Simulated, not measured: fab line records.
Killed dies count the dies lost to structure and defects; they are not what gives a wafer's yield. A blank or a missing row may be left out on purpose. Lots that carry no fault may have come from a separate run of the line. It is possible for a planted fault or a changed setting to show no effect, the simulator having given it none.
fab line records | flow sky130
record: lots: 6 wafers: 18 last-day: 50
route steps=708 shown LOCAL_INTERCONNECT@388 PAD_OPEN@708
lots with no fault: from the same line, run without faults
start-h: start of the lot's first displayed wafer, in hours after the record's first day | wait-h: how many hours have passed since the lot's step before this one | " as in the row above | L1.1+2: several wafers, shown together as one row | - no value, or no start given | * or withheld: withheld | < > ~ a bound
route shown NAME@n: NAME is a module with steps in the file, n the number in the route of the first one | usual: the fault-free wafers' mean and standard deviation | same: alike in all rows | chamber/n: place in a boat | sites: each site's reading | _std_site: standard deviation across them | _edge_site: outer sites' mean less inner sites' | radius-mm: how far each site lies from the wafer's centre | mask NAME#n: copy n | behind: the last tool/chamber to shape the wafer | hold: why the lot went on hold/how many hours it stayed there/how the hold came to an end | device: which transistor (n, p or np) failed to switch | end of line: at the end of the route, the tests of the same wafers | step lacking rows: just its recipe | killed: count of dies lost to structure and defects at first sort (not the wafer's yield) | map: shows each die of a wafer: x if killed, . if not, _ if none is there
set.NAME: the setting as run; set.NAME@STEP: as run at that earlier step | model.NAME: the simulator's own value behind a step, which no gauge read
certain route steps with their lots: each step a table, each wafer a row
services: when a tool's chamber went out of use (start-h, in hours from the record's first day, below 0 if earlier), for how many hours, and the reason
== steps ==
step: SKY_LOCAL_INTERCONNECT_RS_MEAS_01
recipe: thk-meas-gauge: four-point-probe reads: TiN_of_LOCAL_INTERCONNECT_SPUTTER_00
usual: LOCAL_INTERCONNECT_TIN_RS: 14.17/0.2
columns lot.wafer tool chamber start-h wait-h LOCAL_INTERCONNECT_TIN_RS[ohm/sq]
L347.1 film-metro-04 - 726.25 0.0 13.99
L347.4 " - " " 13.98
L347.5 " - " " 13.97
L354.1 film-metro-04 - 778.87 0.0 14.04
L354.2 " - " " 14.00
L354.4 " - " " 13.88
L358.3 film-metro-04 - 799.16 0.1 14.32
L358.4 " - " " 14.25
L358.6 " - " " 14.50
L361.2 film-metro-02 - 827.26 0.1 14.37
L361.3 " - " " 14.48
L361.5 " - " " 14.58
L362.1 film-metro-01 - 829.34 0.0 14.12
L362.3 " - " " 14.11
L362.6 " - " " 13.90
L366.2 film-metro-01 - 851.64 0.1 14.19
L366.3 " - " " 14.04
L366.5 " - " " 14.12
step: SKY_LOCAL_INTERCONNECT_THK_MEAS_02
recipe: thk-meas-gauge: xrf reads: TiN_of_LOCAL_INTERCONNECT_SPUTTER_00
usual: LOCAL_INTERCONNECT_TIN_THK: 101.2/1.5
columns lot.wafer tool chamber start-h wait-h LOCAL_INTERCONNECT_TIN_THK[nm]
L347.1 film-metro-04 - 726.37 0.1 102.9
L347.4 " - " " 103.0
L347.5 " - " " 103.4
L354.1 film-metro-04 - 778.99 0.1 101.7
L354.2 " - " " 102.6
L354.4 " - " " 103.6
L358.3 film-metro-04 - 799.26 0.1 100.2
L358.4 " - " " 101.2
L358.6 " - " " 98.9
L361.2 film-metro-02 - 827.37 0.1 99.6
L361.3 " - " " 99.2
L361.5 " - " " 97.8
L362.1 film-metro-01 - 829.46 0.1 101.1
L362.3 " - " " 101.8
L362.6 " - " " 103.0
L366.2 film-metro-01 - 851.75 0.1 101.2
L366.3 " - " " 102.7
L366.5 " - " " 101.8
step: SKY_LOCAL_INTERCONNECT_DEHYDRATE_03
recipe: temp-c: 200 time-s: 60
step: SKY_LOCAL_INTERCONNECT_HMDS_04
recipe: prime-time-s: 60 prime-temp-c: 120
step: SKY_LOCAL_INTERCONNECT_COAT_05
recipe: resist: BARC temp-c: withheld time-s: withheld spin-rpm: 3000 resist-thk-nm: 60
step: SKY_LOCAL_INTERCONNECT_COAT_06
recipe: resist: KrF-thick spin-rpm: 3000 resist-thk-nm: 450
step: SKY_LOCAL_INTERCONNECT_SOFTBAKE_07
recipe: temp-c: 100 time-s: 90 resist: KrF-thick
step: SKY_LOCAL_INTERCONNECT_EXPOSE_08
recipe: mask-id: LI1M na: 0.8 source-shape: annular sigma-inner: 0.55 sigma-outer: 0.85 target-cd-nm: 170 dose-mj: 28
step: SKY_LOCAL_INTERCONNECT_PEB_09
recipe: peb-temp-c: withheld peb-time-s: withheld resist: KrF-thick
step: SKY_LOCAL_INTERCONNECT_DEVELOP_10
recipe: develop-time-s: 60 resist: KrF-thick dev-temp-c: 21
step: SKY_LOCAL_INTERCONNECT_CD_MEAS_11
recipe: target-cd-nm: 170
usual: cd-nm: 169.1/1.5
columns lot.wafer tool chamber start-h wait-h cd-nm
L347.1 cd-sem-02 - 754.29 - 169.8
L347.4 " - " " 169.4
L347.5 " - " " 171.5
L354.1 cd-sem-02 - 804.53 - 170.2
L354.2 " - " " 167.9
L354.4 " - " " 170.0
L358.3 cd-sem-02 - 825.43 - 165.7
L358.4 " - " " 165.9
L358.6 " - " " 166.0
L361.2 cd-sem-02 - 853.85 - 169.4
L361.3 " - " " 169.8
L361.5 " - " " 169.6
L362.1 cd-sem-02 - 855.43 - 171.3
L362.3 " - " " 170.8
L362.6 " - " " 170.3
L366.2 cd-sem-02 - 877.90 - 169.0
L366.3 " - " " 169.0
L366.5 " - " " 168.8
step: SKY_LOCAL_INTERCONNECT_OVL_MEAS_12
usual: LOCAL_INTERCONNECT_OVL: -4/4.9
columns lot.wafer tool chamber start-h wait-h LOCAL_INTERCONNECT_OVL[nm]
L347.1 overlay-01 - 754.41 0.1 -12
L347.4 " - " " -5
L347.5 " - " " -6
L354.1 overlay-01 - 804.65 0.1 0
L354.2 " - " " 0
L354.4 " - " " -5
L358.3 overlay-01 - 825.53 0.1 -3
L358.4 " - " " -6
L358.6 " - " " -1
L361.2 overlay-02 - 853.96 0.1 0
L361.3 " - " " -5
L361.5 " - " " -6
L362.1 overlay-01 - 855.55 0.1 -5
L362.3 " - " " -4
L362.6 " - " " -6
L366.2 overlay-01 - 878.01 0.1 -5
L366.3 " - " " -3
L366.5 " - " " -7
step: SKY_LOCAL_INTERCONNECT_ETCH_13
recipe: chemistry: N2/H2 target: BARC ion-energy-ev: 200 bias-w: 100 pressure-mtorr: 30 n2-flow-sccm: 100 h2-flow-sccm: 200 icp-w: 500 stop-on: SiO2 time-s: 45.9 target-depth-a: 600
usual: drypump-motor-current-A: 5.5/0.38 n2-flow-sccm: 99.95/0.27 oes-product-au: 0.855/0.0049 run-length-s: 74.1/0.77 throttle-valve-pct: 13.224/0.0093
columns lot.wafer tool chamber start-h wait-h drypump-motor-current-A n2-flow-sccm oes-product-au rf-hours-counter-h run-length-s throttle-valve-pct model.KrF-thick_of_LOCAL_INTERCONNECT_COAT_06.thk-nm model.LOCAL_INTERCONNECT.cd-nm model.SiO2_of_SONOS_ONO_CVD_04.thk-nm
L347.1 rie-metal-03 0 754.44 0.0 6.0 100.22 0.851 12 74.0 13.225 390.1 168.8 4.397
L347.4 " 1 " " 5.0 100.39 0.856 - 73.7 13.218 390.8 168.6 4.375
L347.5 " 0 " " 5.9 99.77 0.852 - 73.6 13.222 389.8 171.6 4.343
L354.1 rie-metal-03 1 804.69 0.0 5.0 99.86 0.858 8 73.3 13.243 394 - 4.185
L354.2 " 0 " " 6.0 100.24 0.858 14 74.5 13.218 391.6 167.8 4.201
L354.4 " 0 " " 6.0 100.38 0.868 - 73.8 13.198 391.6 169.6 4.193
L358.3 rie-metal-03 1 825.57 0.0 5.0 100.27 0.701 - 95.0 13.205 372.7 162.7 3.229
L358.4 " 0 " " 6.0 100.25 0.707 - 95.8 13.209 371.4 161.8 3.058
L358.6 " 0 " " 5.9 99.55 0.695 - 95.4 13.194 371.6 162.4 3.129
L361.2 rie-metal-01 0 853.99 0.0 5.7 99.66 0.848 15 74.2 13.221 391.1 168.3 4.109
L361.3 " 1 " " 5.2 99.96 0.855 - 74.0 13.218 393.6 168.5 4.181
L361.5 " 0 " " 5.7 99.76 0.863 - 74.3 13.216 391.6 168.1 4.142
L362.1 rie-metal-03 1 855.59 0.0 5.0 99.53 0.699 10 95.2 13.216 375.7 168.2 3.286
L362.3 " 1 " " 5.0 99.73 0.703 - 95.1 13.216 376.5 167.6 3.189
L362.6 " 0 " " 6.0 100.03 0.697 - 95.3 13.212 374.5 166.7 3.298
L366.2 rie-metal-01 1 878.04 0.0 5.2 99.85 0.854 10 74.6 13.229 395.2 167.6 4.212
L366.3 " 1 " " 5.2 100.31 0.862 - 74.4 13.232 394.4 168.1 4.237
L366.5 " 1 " " 5.2 100.23 0.862 - 74.0 13.226 393 168.4 4.183
step: SKY_LOCAL_INTERCONNECT_METAL_ETCH_14
recipe: target-depth-nm: 110 stop-on: PSG chemistry: Cl2/BCl3 target: TiN resist-sidewall-deg: 88 pressure-mtorr: 10 icp-w: 900 bias-w: 48.5 Cl2_flow_sccm: 60 bcl3-flow-sccm: 30 time-s: 31.4
usual: drypump-motor-current-A: 5.5/0.38 oes-product-au: 0.940/0.0085 run-length-s: 59.6/0.76 throttle-valve-pct: 21.901/0.0092
columns lot.wafer tool chamber start-h wait-h drypump-motor-current-A oes-product-au rf-hours-counter-h run-length-s throttle-valve-pct model.KrF-thick_of_LOCAL_INTERCONNECT_COAT_06.thk-nm model.LOCAL_INTERCONNECT.cd-nm
L347.1 rie-metal-03 0 754.51 0.0 6.0 0.949 12 59.6 21.893 345.6 169.2
L347.4 " 1 " " 5.0 0.950 - 58.8 21.896 348.3 168.2
L347.5 " 0 " " 6.0 0.947 - 59.2 21.898 345.2 171.8
L354.1 rie-metal-03 1 804.75 0.0 5.0 0.937 8 59.0 21.897 351.1 169.2
L354.2 " 0 " " 6.0 0.942 14 59.2 21.896 346.6 167.2
L354.4 " 0 " " 6.0 0.953 - 59.3 21.892 346.7 169.1
L358.3 rie-metal-03 1 825.63 0.0 5.0 0.930 - 59.4 21.896 329.5 162.1
L358.4 " 0 " " 5.9 0.937 - 60.0 21.896 327.1 161.9
L358.6 " 0 " " 6.0 0.930 - 59.1 21.904 327.4 163.1
L361.2 rie-metal-01 0 854.05 0.0 5.7 0.938 15 59.7 21.903 346.6 167.9
L361.3 " 1 " " 5.2 0.933 - 60.0 21.912 349.9 169
L361.5 " 0 " " 5.7 0.921 - 60.0 21.904 347.1 167.7
L362.1 rie-metal-03 1 855.65 0.0 5.0 0.944 10 58.9 21.902 332.5 168.9
L362.3 " 1 " " 5.0 0.937 - 59.3 21.911 333.1 167.9
L362.6 " 0 " " 6.0 0.950 - 59.3 21.900 330.2 167.3
L366.2 rie-metal-01 1 878.10 0.0 5.2 0.940 10 60.0 21.900 351.9 167.4
L366.3 " 1 " " 5.2 0.947 - 59.7 21.905 350.8 168.8
L366.5 " 1 " " 5.2 0.944 - 60.1 21.898 349.1 168.3
step: SKY_LOCAL_INTERCONNECT_STRIP_15
recipe: chemistry: O2/N2 power-w: 1400 pressure-mtorr: 1500 platen-temp-c: withheld o2-flow-sccm: 3000 n2-flow-sccm: 300 overash-fraction: 0.5
usual: drypump-motor-current-A: 5.35/0.18 n2-flow-sccm: 300.0/0.9 oes-product-au: 0.427/0.0041 strip-time-to-endpoint-s: 4.727/0.022
columns lot.wafer tool chamber start-h wait-h drypump-motor-current-A n2-flow-sccm oes-product-au rf-hours-counter-h strip-time-to-endpoint-s
L347.1 plasma-asher-04 0 754.56 0.0 5.20 300.5 0.422 86 4.681
L347.4 " 1 " " 5.19 299.0 0.428 - 4.715
L347.5 " 1 " " 5.19 300.1 0.430 - 4.693
L354.1 plasma-asher-01 1 804.80 0.0 5.32 299.5 0.427 36 4.758
L354.2 " 0 " " 5.22 300.9 0.422 36 4.699
L354.4 " 0 " " 5.22 298.5 0.427 - 4.715
L358.3 plasma-asher-01 1 825.70 0.1 5.31 300.2 0.422 - 4.505
L358.4 " 0 " " 5.29 301.9 0.415 - 4.497
L358.6 " 0 " " 5.24 301.7 0.418 - 4.503
L361.2 plasma-asher-04 0 854.10 0.0 5.23 300.8 0.428 97 4.692
L361.3 " 1 " " 5.16 299.8 0.421 - 4.730
L361.5 " 1 " " 5.16 299.9 0.432 - 4.720
L362.1 plasma-asher-02 0 855.70 0.0 5.70 300.3 0.421 11 4.552
L362.3 " 0 " " 5.72 300.6 0.415 - 4.551
L362.6 " 1 " " 5.39 300.7 0.422 - 4.525
L366.2 plasma-asher-04 1 878.15 0.0 5.18 300.0 0.428 99 4.743
L366.3 " 0 " " 5.18 300.0 0.428 - 4.744
L366.5 " 0 " " 5.21 300.1 0.428 - 4.726
step: SKY_LOCAL_INTERCONNECT_STRIP_16
recipe: chemistry: post-etch-residue-remover time-s: 1200 temp-c: 72.5
step: SKY_PAD_OPEN_PROBE_99
usual: killed_at_M0_to_M3: 45/7.2 killed_at_M4_up: 3.0/1.8 killed-at-contacts: 25/6.1 killed-at-front-end: 14/4.4 killed-at-other: 0.2/0.44 killed-dies: 88/10 killed-open: 48/7.4 killed-short: 40/6.3
same: gross-dies: 492 killed-at-back-side: 0
columns lot.wafer tool chamber start-h wait-h killed_at_M0_to_M3 killed_at_M4_up killed-at-contacts killed-at-front-end killed-at-other killed-dies killed-open killed-short model.etest.res-li.line-ohm-um
L347.1 prober-02 - 1114.66 0.1 52 4 27 8 0 91 51 40 73.97
L347.4 prober-02 - 1114.81 0.2 52 1 25 9 0 87 50 37 74.13
L347.5 prober-02 - 1114.86 0.2 36 2 30 16 0 84 52 32 72.64
L354.1 prober-01 - 1149.49 0.1 49 2 25 14 0 90 51 39 74.5
L354.2 prober-01 - 1149.54 0.1 49 5 15 26 0 95 39 56 75.46
L354.4 prober-01 - 1149.64 0.2 53 3 25 13 1 95 53 42 73.36
L358.3 prober-01 - 1167.50 0.2 40 1 29 14 0 84 45 39 79.42
L358.4 prober-01 - 1167.55 0.2 42 3 27 15 0 87 50 37 78.32
L358.6 prober-01 - 1167.65 0.2 51 0 20 13 0 84 45 39 79.49
L361.2 prober-01 - 1183.28 0.1 30 5 35 17 0 87 45 42 76.88
L361.3 prober-01 - 1183.33 0.2 50 4 21 19 1 95 50 45 76.47
L361.5 prober-01 - 1183.43 0.2 36 8 17 20 0 81 35 46 77.79
L362.1 prober-02 - 1186.18 0.1 42 2 23 14 0 81 50 31 74.31
L362.3 prober-02 - 1186.28 0.2 46 4 17 14 1 82 48 34 75.27
L362.6 prober-02 - 1186.43 0.2 33 6 22 11 0 72 46 26 74.11
L366.2 prober-02 - 1198.52 0.1 51 2 21 19 1 94 50 44 75.97
L366.3 prober-02 - 1198.57 0.2 42 1 13 13 1 70 42 28 74.61
L366.5 prober-02 - 1198.67 0.2 47 3 16 11 1 78 38 40 75.34
killed by level:class
L347.1 CONTACT:geometric-particle:open=17 VIA3:geometric-particle:open=10 METAL1:geometric-particle:short=9 VIA1:geometric-particle:short=6 VIA1:geometric-particle:open=6 VIA2:geometric-particle:open=5 LI_CONTACT:geometric-particle:open=5 METAL2:geometric-particle:short=5
L347.4 VIA1:geometric-particle:open=19 LI_CONTACT:geometric-particle:open=10 VIA2:geometric-particle:open=7 METAL2:geometric-particle:short=7 CONTACT:geometric-particle:short=6 METAL1:geometric-particle:short=5 LOCAL_INTERCONNECT:geometric-particle:short=4 CONTACT:geometric-particle:open=4
L347.5 LI_CONTACT:geometric-particle:open=12 CONTACT:geometric-particle:open=11 VIA3:geometric-particle:open=9 VIA1:geometric-particle:open=6 FIELD_ISO:geometric-particle:open=5 LOCAL_INTERCONNECT:geometric-particle:short=4 METAL2:geometric-particle:short=4 METAL3:geometric-particle:short=4
L354.1 VIA1:geometric-particle:open=14 CONTACT:geometric-particle:open=10 LI_CONTACT:geometric-particle:open=9 VIA2:geometric-particle:short=6 VIA3:geometric-particle:open=5 METAL2:geometric-particle:short=5 VIA2:geometric-particle:open=5 METAL3:geometric-particle:short=5
L354.2 POLY_GATE:geometric-particle:short=9 VIA1:geometric-particle:open=9 VIA3:geometric-particle:open=7 POLY_GATE:geometric-particle:open=6 VIA2:geometric-particle:short=6 METAL1:geometric-particle:short=6 VIA1:geometric-particle:short=6 CONTACT:geometric-particle:open=5
L354.4 VIA1:geometric-particle:open=12 CONTACT:geometric-particle:open=11 VIA3:geometric-particle:open=8 POLY_GATE:geometric-particle:open=6 METAL1:geometric-particle:short=6 LI_CONTACT:geometric-particle:open=5 METAL2:geometric-particle:short=5 VIA1:geometric-particle:short=5
L358.3 CONTACT:geometric-particle:open=12 METAL1:geometric-particle:short=8 VIA1:geometric-particle:open=8 LI_CONTACT:geometric-particle:open=6 VIA2:geometric-particle:open=6 CONTACT:geometric-particle:short=5 METAL2:geometric-particle:short=5 POLY_GATE:geometric-particle:short=4
L358.4 VIA1:geometric-particle:open=15 CONTACT:geometric-particle:open=10 VIA1:geometric-particle:short=7 CONTACT:geometric-particle:short=6 FIELD_ISO:geometric-particle:open=5 METAL1:geometric-particle:short=5 POLY_GATE:geometric-particle:short=4 LI_CONTACT:geometric-particle:open=4
L358.6 VIA1:geometric-particle:open=13 METAL1:geometric-particle:short=10 VIA3:geometric-particle:open=9 CONTACT:geometric-particle:short=6 VIA1:geometric-particle:short=6 FIELD_ISO:geometric-particle:short=5 POLY_GATE:geometric-particle:open=4 LOCAL_INTERCONNECT:geometric-particle:open=4
L361.2 LI_CONTACT:geometric-particle:open=10 CONTACT:geometric-particle:open=9 FIELD_ISO:geometric-particle:open=7 LI_CONTACT:geometric-particle:short=7 VIA1:geometric-particle:open=6 VIA2:geometric-particle:open=5 FIELD_ISO:geometric-particle:short=4 LOCAL_INTERCONNECT:geometric-particle:short=4
L361.3 METAL1:geometric-particle:short=11 VIA1:geometric-particle:open=10 VIA3:geometric-particle:open=9 VIA2:geometric-particle:open=8 CONTACT:geometric-particle:open=7 LOCAL_INTERCONNECT:geometric-particle:short=5 LI_CONTACT:geometric-particle:open=4 POLY_GATE:geometric-particle:short=3
L361.5 VIA1:geometric-particle:open=8 FIELD_ISO:geometric-particle:short=7 METAL4:geometric-particle:short=7 METAL1:geometric-particle:short=6 METAL3:geometric-particle:short=6 CONTACT:geometric-particle:open=5 VIA3:geometric-particle:open=5 POLY_GATE:geometric-particle:open=4
L362.1 VIA3:geometric-particle:open=11 LI_CONTACT:geometric-particle:open=10 VIA1:geometric-particle:open=10 POLY_GATE:geometric-particle:short=6 CONTACT:geometric-particle:open=6 VIA2:geometric-particle:open=6 METAL2:geometric-particle:short=5 METAL1:geometric-particle:short=4
L362.3 VIA1:geometric-particle:open=10 VIA3:geometric-particle:open=10 VIA2:geometric-particle:open=8 FIELD_ISO:geometric-particle:short=6 CONTACT:geometric-particle:open=6 LI_CONTACT:geometric-particle:open=5 VIA1:geometric-particle:short=5 METAL1:geometric-particle:short=4
L362.6 CONTACT:geometric-particle:open=11 VIA3:geometric-particle:open=8 VIA1:geometric-particle:open=7 VIA2:geometric-particle:open=5 METAL1:geometric-particle:short=4 LI_CONTACT:geometric-particle:open=4 METAL4:geometric-particle:short=4 FIELD_ISO:geometric-particle:open=3
L366.2 VIA1:geometric-particle:open=12 CONTACT:geometric-particle:open=11 METAL2:geometric-particle:short=11 VIA3:geometric-particle:open=7 VIA2:geometric-particle:open=6 FIELD_ISO:geometric-particle:short=5 CONTACT:geometric-particle:short=5 VIA1:geometric-particle:short=3
L366.3 VIA2:geometric-particle:open=9 VIA1:geometric-particle:open=8 VIA3:geometric-particle:open=8 LI_CONTACT:geometric-particle:open=5 CONTACT:geometric-particle:short=4 POLY_GATE:geometric-particle:short=3 POLY_GATE:geometric-particle:open=3 METAL3:geometric-particle:short=3
L366.5 VIA1:geometric-particle:open=11 VIA1:geometric-particle:short=10 METAL1:geometric-particle:short=8 CONTACT:geometric-particle:open=7 VIA2:geometric-particle:open=5 POLY_GATE:geometric-particle:open=4 LI_CONTACT:geometric-particle:open=4 METAL2:geometric-particle:short=3
== services ==
columns tool chamber start-h hours kind
plasma-asher-02 - 733.75 9.0 pm
plasma-asher-02 0 733.75 9.0 vent-cycle
plasma-asher-02 1 733.75 9.0 vent-cycle
plasma-asher-02 0 742.75 - clean
plasma-asher-02 1 742.75 - clean
plasma-asher-01 - 758.28 3.2 repair
rie-metal-01 - 805.31 4.0 pm
plasma-asher-02 - 812.97 2.8 pm
== key ==
first-sign: step: SKY_LOCAL_INTERCONNECT_ETCH_13 reading: oes-product-au direction: down sigmas: 31 usual: 0.855 struck: 0.700
effect: step: SKY_LOCAL_INTERCONNECT_ETCH_13 reading: run-length-s direction: up sigmas: 28 usual: * struck: *
effect: step: SKY_LOCAL_INTERCONNECT_STRIP_15 reading: strip-time-to-endpoint-s direction: down sigmas: 9.2 usual: * struck: *
model-effect: step: SKY_LOCAL_INTERCONNECT_ETCH_13 value: KrF-thick_of_LOCAL_INTERCONNECT_COAT_06.thk-nm without: 394.1 struck: 373.7
model-effect: step: SKY_LOCAL_INTERCONNECT_METAL_ETCH_14 value: KrF-thick_of_LOCAL_INTERCONNECT_COAT_06.thk-nm without: 350.3 struck: 330
model-effect: step: SKY_PAD_OPEN_PROBE_99 value: etest.res-li.line-ohm-um without: 75 struck: 76.82
met-at SKY_LOCAL_INTERCONNECT_ETCH_13
struck-wafers L358.3,L358.4,L358.6,L362.1,L362.3,L362.6
tester-left-out L358,L362
onset-between 804.69 825.57
fault: kind: process-parameter-drift tool: rie-metal-03 chamber: - onset-h: 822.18 steps: SKY_LOCAL_INTERCONNECT_ETCH_13 channel: time-s offset: * shape: step end-h: 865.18 acts-in: * stated: *
tester-left-out: of these lots the tester's yield and bins aren't shown, on N5 and GAA mostly nor the transistor test; their killed dies are dies lost to structure and defects alone, not to doping, threshold or leakage, so they don't give the yield
